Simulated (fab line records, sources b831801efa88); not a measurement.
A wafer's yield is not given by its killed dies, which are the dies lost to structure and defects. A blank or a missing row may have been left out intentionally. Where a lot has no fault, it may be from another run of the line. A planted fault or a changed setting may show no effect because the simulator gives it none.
fab line records | flow sky130
[record] lots = 4 wafers = 12 lastDay = 50
route steps=708 shown FIELD_ISO@6 NWELL@32 DNWELL@35 PWDE@45 METAL3@565 PAD_OPEN@708
lots that met no fault: from a run of the same line without faults
startH: hours from the record's first day to the start of the lot's first wafer shown | waitH: hours from the lot's prior step to this one | " as in the row above | L1.1+2: a single row standing in for several wafers | - no value, or no start was given | * or withheld: withheld | < > ~ a bound
route shown NAME@n: NAME is a module with steps in the file, n the number in the route of the first one | usual: the fault-free wafers' mean and standard deviation | same: alike in all rows | chamber/n: place in a boat | sites: per-site readings | _std_site: standard deviation across them | _edge_site: mean of outer sites minus mean of inner sites | radiusMm: how far each site lies from the wafer's centre | mask NAME#n: copy n | behind: the most recent tool/chamber to have shaped the wafer | hold: why the lot was held/for how many hours/how that ended | device: names the non-switching transistor (n, p or np) | end of line: tests of these same wafers at the route's end | where a step has no rows: the recipe by itself | killed: not the wafer's yield, but the dies lost to structure and defects at the first sort | map: a wafer's dies, x killed, . not, _ none there
set.NAME: setting as actually run; set.NAME@STEP: the setting as run at that earlier step | model.NAME: the simulator's own value behind a step, which no gauge read
lots at some steps of the route; a table a step, a row a wafer
services: when a tool's chamber went out of use (startH, in hours from the record's first day, below 0 if earlier), for how many hours, and the reason
[[steps]]
[step SKY_FIELD_ISO_DEHYDRATE_05]
[recipe] tempC = 200 timeS = 60
[step SKY_FIELD_ISO_HMDS_06]
[recipe] primeTimeS = 60 primeTempC = 120
[step SKY_FIELD_ISO_COAT_07]
[recipe] resist = BARC tempC = withheld timeS = withheld spinRpm = 3000 resistThkNm = 60
[step SKY_FIELD_ISO_COAT_08]
[recipe] resist = KrF-thick spinRpm = 3000 resistThkNm = 450
[step SKY_FIELD_ISO_SOFTBAKE_09]
[recipe] tempC = 100 timeS = 90 resist = KrF-thick
[step SKY_FIELD_ISO_EXPOSE_10]
[recipe] maskId = FOM na = 0.68 sourceShape = annular sigmaInner = 0.4 sigmaOuter = 0.8 targetCdNm = 150 doseMj = 28
[step SKY_FIELD_ISO_PEB_11]
[recipe] pebTempC = withheld pebTimeS = withheld resist = KrF-thick
[step SKY_FIELD_ISO_DEVELOP_12]
[recipe] developTimeS = 60 resist = KrF-thick devTempC = 21
[step SKY_FIELD_ISO_ETCH_14]
[recipe] chemistry = N2/H2 target = BARC ionEnergyEv = 200 sourceW = 500 biasW = 100 pressureMtorr = 30 n2FlowSccm = 100 h2FlowSccm = 200 stopOn = SiO2 timeS = 45.9 targetDepthA = 600
[step SKY_FIELD_ISO_ETCH_15]
[recipe] chemistry = CHF3/O2 targetDepthNm = 180 stopOn = Si sourceW = 600 biasW = 200 pressureMtorr = 40 chf3FlowSccm = 50 O2_flow_sccm = 5 timeS = 72
[step SKY_FIELD_ISO_STRIP_16]
[recipe] chemistry = O2/N2 powerW = 1400 pressureMtorr = 1500 platenTempC = withheld o2FlowSccm = 3000 n2FlowSccm = 300 overashFraction = 0.5
[step SKY_FIELD_ISO_ETCH_17]
[recipe] targetDepthA = 3420 maskMaterial = Si3N4 chemistry = HBr/Cl2/O2 target = Si taperDeg = 5 icpW = 600 biasW = 150 pressureMtorr = 15 HBr_flow_sccm = 150 Cl2_flow_sccm = 40 O2_flow_sccm = 6 timeS = 97.7
[usual] HBr_flow_sccm = 150.1/0.48 biasW = 150.0/0.44 drypumpMotorCurrentA = 5.5/0.54 heBacksideLeakSccm = 2.85/0.27 oesProductAu = 1.006/0.0071 rfFwdPowerW = 596.6/2.3 runLengthS = 126.0/0.37 throttleValvePct = 25.653/0.0091
// columns lot.wafer tool chamber startH waitH HBr_flow_sccm biasW drypumpMotorCurrentA heBacksideLeakSccm oesProductAu rfFwdPowerW rfHoursCounterH runLengthS throttleValvePct model.etch.depthNm model.FIELD_ISO.featureDepthNm model.Si3N4_of_FIELD_ISO_CVD_03.thkNm
L881.1 rieSi-02 1 65.81 0.1 150.5 - 6.2 2.81 1.002 - 123 93.2 25.654 227.2 227.2 153.5
L881.4 " 2 " " 150.0 - 6.1 2.90 1.011 - 133 93.1 25.664 231.4 231.4 153.8
L881.5 " 3 " " 149.6 - 6.2 2.78 1.000 - - 93.1 25.664 227 227 154
L886.1 rieSi-02 3 90.12 0.1 149.7 - 6.2 2.61 0.998 - 43 93.2 25.666 226.7 226.7 154.8
L886.2 " 2 " " 150.4 - 6.1 2.87 1.016 - 134 93.5 25.648 231.9 231.9 155.5
L886.4 " 0 " " 150.2 - 6.3 3.01 0.998 - 73 93.4 25.664 227.8 227.8 156.1
L889.1 rieSi-01 0 108.91 0.1 150.7 150.8 5.0 3.04 1.018 595.5 115 126.0 25.651 345.9 345.9 150.4
L889.3 " 3 " " 150.9 150.5 5.3 2.99 1.013 593.9 119 125.9 25.642 349.2 349.2 151.2
L889.5 " 1 " " 150.0 149.9 5.0 2.36 1.007 598.5 - 126.6 25.669 344.1 344.1 150.9
L897.1 rieSi-02 1 148.75 0.1 149.7 149.7 6.2 2.88 1.006 600.0 124 126.4 25.655 346 346 146.9
L897.3 " 3 " " 149.6 149.6 6.2 2.72 1.011 597.4 43 126.0 25.638 349.3 349.3 147.7
L897.6 " 3 " " 149.2 149.9 6.2 2.56 1.006 598.4 - 126.1 25.655 349.8 349.8 147.7
[step SKY_FIELD_ISO_WET_ETCH_18]
[recipe] chemistry = H3PO4 targetDepthNm = 25 tempC = 160 target = Si3N4 timeS = 286
[step SKY_FIELD_ISO_CLEAN_19]
[recipe] chemistry = SC1/SC2 mix = 1:4:20 tempC = 70 timeS = 150
[step SKY_FIELD_ISO_CLEAN_20]
[recipe] chemistry = dHF timeS = 20 dilution = 100:1
[step SKY_FIELD_ISO_WET_ETCH_21]
[recipe] chemistry = dHF dilution = 100:1 targetDepthNm = 20 dry = ipaMarangoni target = SiO2 tempC = 25 timeS = 400
[step SKY_FIELD_ISO_OXIDATION_22]
[recipe] tempC = 950 ambient = O2 stabiliseS = 600 purgeS = 300 targetThkA = 100 oxTimeS = 623
[step SKY_FIELD_ISO_CVD_24]
[recipe] material = SiO2 targetThkNm = 595 tempC = 650 sigmaOpenFrac = 0.3 timeS = 99.2 sih4FlowSccm = 60 pressureMtorr = 6
[step SKY_FIELD_ISO_ANNEAL_26]
[recipe] tempC = 1000 timeS = 1800 ambient = N2
[step SKY_FIELD_ISO_CMP_27]
[recipe] stopOn = Si3N4 tOverpolishS = 16 downForcePsi = 4 platenRpm = 60 targetThkNm = 457.8 padVelocityMS = 0.94248
[step SKY_FIELD_ISO_WET_ETCH_28]
[recipe] chemistry = dHF targetDepthNm = 23.7 target = SiO2 dilution = 10:1 tempC = 25 timeS = 47
[usual] runLengthS = 75/3.1
// columns lot.wafer tool chamber startH waitH runLengthS model.Si3N4_of_FIELD_ISO_CVD_03.thkNm
L881.1 wetBench-04 2 70.79 0.1 73 122.3
L881.4 " 2 " " 73 122.6
L881.5 " 2 " " 73 122.8
L886.1 wetBench-01 3 94.80 0.1 72 123.3
L886.2 " 3 " " 72 124
L886.4 " 3 " " 72 124.5
L889.1 wetBench-01 0 113.54 0.2 72 119.5
L889.3 " 0 " " 72 120.5
L889.5 " 0 " " 72 120.1
L897.1 wetBench-04 3 153.14 0.1 75 116.8
L897.3 " 3 " " 75 117.7
L897.6 " 3 " " 75 117.7
[step SKY_FIELD_ISO_WET_ETCH_29]
[recipe] chemistry = H3PO4 targetDepthNm = 160 target = Si3N4 tempC = 160 timeS = 1825
[step SKY_FIELD_ISO_WET_ETCH_30]
[recipe] chemistry = dHF targetDepthNm = 25 target = SiO2 dilution = 10:1 tempC = 25 timeS = 50
[step SKY_NWELL_CLEAN_00]
[recipe] chemistry = SC1/SC2 mix = 1:4:20 tempC = 70 timeS = 150 dry = n2Spin
[step SKY_NWELL_OXIDATION_01]
[recipe] tempC = 900 ambient = O2 stabiliseS = 600 purgeS = 300 targetThkA = 100 oxTimeS = 1418
[step SKY_DNWELL_DEHYDRATE_00]
[recipe] tempC = 200 timeS = 60
[step SKY_DNWELL_HMDS_01]
[recipe] primeTimeS = 60 primeTempC = 120
[step SKY_DNWELL_COAT_02]
[recipe] spinRpm = 2000 resistThkNm = 3000
[step SKY_DNWELL_SOFTBAKE_03]
[recipe] tempC = 110 timeS = withheld
[step SKY_DNWELL_EXPOSE_04]
[recipe] maskId = DNM na = 0.57 targetCdNm = 3000 doseMj = 222
[step SKY_DNWELL_PEB_05]
[recipe] tempC = 115 timeS = withheld
[step SKY_DNWELL_DEVELOP_06]
[recipe] wallAngleDeg = 90 developer = TMAH developTimeS = 60 devTempC = 23
[step SKY_DNWELL_IMPLANT_07]
[recipe] species = P energyKev = withheld doseCm2 = withheld tiltDeg = withheld
[step SKY_DNWELL_STRIP_08]
[recipe] chemistry = O2/N2 powerW = 1400 pressureMtorr = 1500 platenTempC = withheld o2FlowSccm = 3000 n2FlowSccm = 300 overashFraction = 0.5
[step SKY_PWDE_DEHYDRATE_00]
[recipe] tempC = 200 timeS = 60
[step SKY_PWDE_HMDS_01]
[recipe] primeTimeS = 60 primeTempC = 120
[step SKY_PWDE_COAT_02]
[recipe] spinRpm = 2000 resistThkNm = 3000
[step SKY_METAL3_DESCUM_15]
[recipe] chemistry = O2 sourcePowerW = 150 biasPowerW = 0 pressureMtorr = 10 tempC = 40 timeS = 8
[usual] drypumpMotorCurrentA = 5.5/0.47 heBacksideLeakSccm = 3.5/0.38 oesProductAu = 1.000/0.007 rfFwdPowerW = 147.3/0.48
// columns lot.wafer tool chamber startH waitH drypumpMotorCurrentA heBacksideLeakSccm oesProductAu rfFwdPowerW rfHoursCounterH model.METAL3.cdNm
L881.1 rieMetal-02 0 947.01 0.0 5.4 3.2 1.000 147.8 0 299.3
L881.4 " 1 " " 4.8 3.5 0.999 147.3 - 298.5
L881.5 " 1 " " 4.8 3.3 0.997 147.3 - 297.3
L886.1 rieMetal-02 0 991.20 0.0 5.4 3.3 1.001 147.0 2 311
L886.2 " 1 " " 4.8 3.4 0.990 146.9 20 310.7
L886.4 " 0 " " 5.4 3.2 1.007 147.0 - 311.7
L889.1 rieMetal-01 0 1007.38 0.0 5.5 3.7 0.999 148.1 15 301
L889.3 " 0 " " 5.5 3.5 0.999 147.6 - 301.2
L889.5 " 1 " " 5.4 3.6 1.004 147.6 - 300.6
L897.1 rieMetal-03 0 1053.06 0.0 5.2 3.4 1.005 147.7 19 299.4
L897.3 " 0 " " 5.3 3.7 0.994 147.0 - 300.2
L897.6 " 1 " " 6.3 3.3 1.009 147.3 - 301
[step SKY_METAL3_METAL_ETCH_18]
[recipe] targetDepthA = 8450 stopOn = SiO2 overEtchFrac = 0.3 timeS = 183.1 chemistry = Cl2/BCl3 resistSidewallDeg = 88 pressureMtorr = 10 icpW = 900 biasW = 48.5 Cl2_flow_sccm = 60 bcl3FlowSccm = 30
[usual] biasW = 48.52/0.14 drypumpMotorCurrentA = 5.4/0.45 heBacksideLeakSccm = 3.44/0.26 oesProductAu = 0.867/0.0056 rfFwdPowerW = 896.9/2.7 runLengthS = 211.2/0.5 throttleValvePct = 22.264/0.0086
[same] overEtchFrac = 0.3
// columns lot.wafer tool chamber startH waitH biasW drypumpMotorCurrentA heBacksideLeakSccm oesProductAu rfFwdPowerW rfHoursCounterH runLengthS throttleValvePct model.METAL3.cdNm
L881.1 rieMetal-01 1 947.16 0.0 48.36 5.4 3.50 0.870 899.7 9 211.1 22.269 304.2
L881.4 " 0 " " 48.45 5.5 3.61 0.872 897.7 - 211.6 22.263 309.6
L881.5 " 0 " " 48.74 5.5 3.56 0.856 895.1 - 211.9 22.261 306.1
L886.1 rieMetal-01 1 991.35 0.0 48.67 5.4 3.52 0.875 902.1 11 211.8 22.265 315.9
L886.2 " 0 " " 48.69 5.5 3.79 0.867 897.8 14 211.8 22.271 316.9
L886.4 " 0 " " 48.64 5.5 3.42 0.873 893.2 - 212.3 22.287 320.7
L889.1 rieMetal-03 0 1007.53 0.0 48.45 5.2 3.51 0.875 898.9 16 210.8 22.253 301.2
L889.3 " 1 " " 48.53 6.3 3.25 0.867 892.9 - 211.0 22.273 300.5
L889.5 " 1 " " 48.70 6.3 3.18 0.872 892.9 - 211.0 22.271 301.8
L897.1 rieMetal-02 1 1053.21 0.0 48.50 4.8 3.30 0.876 900.3 24 210.2 22.258 302
L897.3 " 0 " " 48.88 5.4 3.03 0.873 897.9 - 211.7 22.270 298.3
L897.6 " 0 " " 48.57 5.4 3.16 0.873 892.1 - 212.2 22.254 304.3
[step SKY_PAD_OPEN_PROBE_99]
[usual] killed_at_M0_to_M3 = 43/7 killed_at_M4_up = 3.1/2 killedAtContacts = 24/5.3 killedAtFrontEnd = 15/4.2 killedAtOther = 0.4/0.66 killedDies = 86/9.5 killedOpen = 47/7.4 killedShort = 38/6.2
[same] grossDies = 492 killedAtBackSide = 0
// columns lot.wafer tool chamber startH waitH killed_at_M0_to_M3 killed_at_M4_up killedAtContacts killedAtFrontEnd killedAtOther killedDies killedOpen killedShort model.etest.res_p_drift_20v.lineOhmUm model.etest.pfet_16v.rOnOhmUm model.etest.res_p_drift_20v.rsOhmSq model.etest.resIsoPwell.rsOhmSq model.etest.resIsoPwell.lineOhmUm model.etest.resNwell.lineOhmUm model.etest.resNwell.rsOhmSq model.etest.capPolyToWell.cAfUm2
L881.1 prober-01 - 1113.94 0.1 32 2 19 10 0 63 30 33 7861 1.27e+04 6574 1874 713.5 901.7 735.4 133.3
L881.4 prober-01 - 1114.09 0.2 41 1 33 7 0 82 51 31 7808 1.287e+04 6610 1886 698.4 909 743.1 126.8
L881.5 prober-01 - 1114.14 0.2 48 3 22 12 0 85 41 42 7827 1.282e+04 6479 1875 703.6 920.1 740.1 130.8
L886.1 prober-02 - 1147.09 0.1 49 3 25 17 0 94 51 43 7954 1.254e+04 6559 1909 710.9 899.3 752.4 132.9
L886.2 prober-02 - 1147.14 0.1 47 1 27 21 0 96 57 39 8004 1.262e+04 6675 1929 728.5 932.3 754.6 127.1
L886.4 prober-02 - 1147.24 0.2 56 4 21 24 0 105 55 50 7826 1.26e+04 6592 1896 710.5 909.2 746.5 130.6
L889.1 prober-01 - 1160.64 0.1 47 2 26 7 0 82 41 41 1.169e+04 1.533e+04 9631 2691 1018 1250 1010 89.5
L889.3 prober-01 - 1160.74 0.2 46 4 16 13 0 79 38 41 1.2e+04 1.536e+04 9917 2746 1029 1265 1017 90.98
L889.5 prober-01 - 1160.84 0.2 30 3 24 18 0 75 42 33 1.169e+04 1.537e+04 9574 2675 1013 1232 1003 89.92
L897.1 prober-01 - 1194.81 0.1 43 4 29 14 0 90 49 41 1.225e+04 1.509e+04 1.027e+04 3112 1168 1138 959.2 90.65
L897.3 prober-01 - 1194.91 0.2 28 9 21 28 0 86 51 34 1.264e+04 1.526e+04 1.071e+04 3231 1256 1148 964.4 90.81
L897.6 prober-01 - 1195.06 0.2 26 3 24 16 1 70 48 22 1.278e+04 1.534e+04 1.066e+04 3269 1234 1146 968.4 90.8
// killed by level:class
L881.1 METAL2:geometricParticle:short=9 CONTACT:geometricParticle:open=7 VIA1:geometricParticle:open=7 LI_CONTACT:geometricParticle:open=5 LI_CONTACT:geometricParticle:short=4 VIA2:geometricParticle:open=4 METAL3:geometricParticle:short=4 FIELD_ISO:geometricParticle:short=3
L881.4 VIA1:geometricParticle:open=12 CONTACT:geometricParticle:open=11 LI_CONTACT:geometricParticle:open=8 METAL2:geometricParticle:short=8 LI_CONTACT:geometricParticle:short=5 CONTACT:geometricParticle:short=5 METAL1:geometricParticle:short=5 VIA3:geometricParticle:open=5
L881.5 VIA1:geometricParticle:open=14 LI_CONTACT:geometricParticle:open=10 METAL1:geometricParticle:short=7 VIA1:geometricParticle:short=7 VIA2:geometricParticle:open=6 LOCAL_INTERCONNECT:geometricParticle:short=5 VIA3:geometricParticle:open=4 CONTACT:geometricParticle:short=4
L886.1 CONTACT:geometricParticle:open=12 VIA1:geometricParticle:open=9 VIA3:geometricParticle:open=9 CONTACT:geometricParticle:short=8 POLY_GATE:geometricParticle:open=7 VIA2:geometricParticle:open=6 METAL2:geometricParticle:short=5 METAL1:geometricParticle:short=4
L886.2 VIA1:geometricParticle:open=12 CONTACT:geometricParticle:open=10 LI_CONTACT:geometricParticle:open=7 VIA3:geometricParticle:open=7 METAL2:geometricParticle:short=6 POLY_GATE:geometricParticle:short=5 POLY_GATE:geometricParticle:open=5 CONTACT:geometricParticle:short=5
L886.4 VIA1:geometricParticle:open=13 METAL1:geometricParticle:short=11 CONTACT:geometricParticle:open=11 POLY_GATE:geometricParticle:short=8 VIA2:geometricParticle:open=7 FIELD_ISO:geometricParticle:open=5 POLY_GATE:geometricParticle:open=5 METAL2:geometricParticle:short=5
L889.1 LI_CONTACT:geometricParticle:open=10 VIA1:geometricParticle:open=10 VIA1:geometricParticle:short=8 VIA3:geometricParticle:open=8 CONTACT:geometricParticle:open=6 CONTACT:geometricParticle:short=6 VIA3:geometricParticle:short=5 METAL2:geometricParticle:short=5
L889.3 VIA1:geometricParticle:short=8 VIA2:geometricParticle:open=7 VIA3:geometricParticle:open=6 CONTACT:geometricParticle:open=6 LI_CONTACT:geometricParticle:open=5 METAL1:geometricParticle:short=5 VIA3:geometricParticle:short=5 FIELD_ISO:geometricParticle:short=4
L889.5 CONTACT:geometricParticle:open=11 VIA2:geometricParticle:open=8 FIELD_ISO:geometricParticle:short=7 LI_CONTACT:geometricParticle:open=5 VIA1:geometricParticle:open=5 LOCAL_INTERCONNECT:geometricParticle:short=4 VIA3:geometricParticle:open=4 SPACER:geometricParticle:short=3
L897.1 LI_CONTACT:geometricParticle:open=11 VIA1:geometricParticle:open=9 METAL2:geometricParticle:short=8 LOCAL_INTERCONNECT:geometricParticle:short=6 VIA2:geometricParticle:open=6 CONTACT:geometricParticle:short=5 CONTACT:geometricParticle:open=5 VIA3:geometricParticle:open=5
L897.3 FIELD_ISO:geometricParticle:open=8 VIA1:geometricParticle:open=8 POLY_GATE:geometricParticle:short=7 CONTACT:geometricParticle:open=7 LI_CONTACT:geometricParticle:open=6 METAL4:geometricParticle:short=5 POLY_GATE:geometricParticle:open=4 LI_CONTACT:geometricParticle:short=4
L897.6 LI_CONTACT:geometricParticle:open=9 CONTACT:geometricParticle:open=8 FIELD_ISO:geometricParticle:open=6 POLY_GATE:geometricParticle:short=5 VIA2:geometricParticle:open=5 VIA1:geometricParticle:open=5 POLY_GATE:geometricParticle:open=4 VIA1:geometricParticle:short=4
[[services]]
// columns tool chamber startH hours kind
rieSi-02 - 120.80 0.2 repair
rieMetal-01 - 129.01 0.3 repair
rieMetal-01 - 152.18 2.0 repair
rieMetal-02 - 184.20 1.0 repair
rieMetal-01 - 235.92 1.4 repair
rieSi-02 1 288.47 4.6 repair
rieSi-02 0 357.08 5.2 repair
rieSi-02 2 357.68 4.0 repair
rieSi-02 - 418.14 2.8 pm
rieSi-02 3 493.67 5.0 repair
rieSi-02 2 525.37 7.4 repair
rieSi-02 0 536.15 3.1 repair
rieSi-02 0 540.77 2.9 repair
rieSi-02 - 561.93 3.2 repair
rieSi-02 - 581.48 0.4 repair
rieMetal-01 - 598.42 1.4 pm
rieMetal-02 0 664.45 26.6 repair
rieSi-02 1 703.86 2.1 repair
rieMetal-01 - 720.72 0.9 repair
rieMetal-01 1 761.54 16.6 repair
rieSi-02 1 798.43 6.3 repair
rieMetal-01 0 861.09 6.1 repair
rieSi-02 1 868.90 11.0 repair
rieMetal-02 - 871.95 1.4 pm
[[key]]
[firstSign] step = SKY_FIELD_ISO_ETCH_17 reading = runLengthS direction = down sigmas = 88 usual = * struck = *
effect none on later readings
[modelEffect] step = SKY_FIELD_ISO_ETCH_17 value = etch.depthNm without = 345.3 struck = 228.7
[modelEffect] step = SKY_FIELD_ISO_WET_ETCH_28 value = Si3N4_of_FIELD_ISO_CVD_03.thkNm without = 118.1 struck = 123.2
[modelEffect] step = SKY_METAL3_DESCUM_15 value = METAL3.cdNm without = 298.9 struck = 304.8
[modelEffect] step = SKY_METAL3_METAL_ETCH_18 value = METAL3.cdNm without = 306.3 struck = 312.2
[modelEffect] step = SKY_PAD_OPEN_PROBE_99 value = etest.res_p_drift_20v.lineOhmUm without = 1.098e+04 struck = 7880
metAt SKY_FIELD_ISO_ETCH_17
struckWafers L881.1,L881.4,L881.5,L886.1,L886.2,L886.4
testerLeftOut L881,L886
[loopTrim] step = SKY_METAL3_EXPOSE_10 setting = dose lots = L886
[fault] kind = processParameterDrift tool = rieSi-02 chamber = - onsetH = 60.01 steps = SKY_FIELD_ISO_ETCH_17 channel = timeS offset = * shape = step endH = 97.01 actsIn = * stated = *
// testerLeftOut: of these lots the tester's yield and bins aren't shown, on N5 and GAA mostly nor the transistor test; their killed dies are dies lost to structure and defects alone, not to doping, threshold or leakage, so they don't give the yield
// loopTrim: a control loop set the setting to another value than it would have without faults
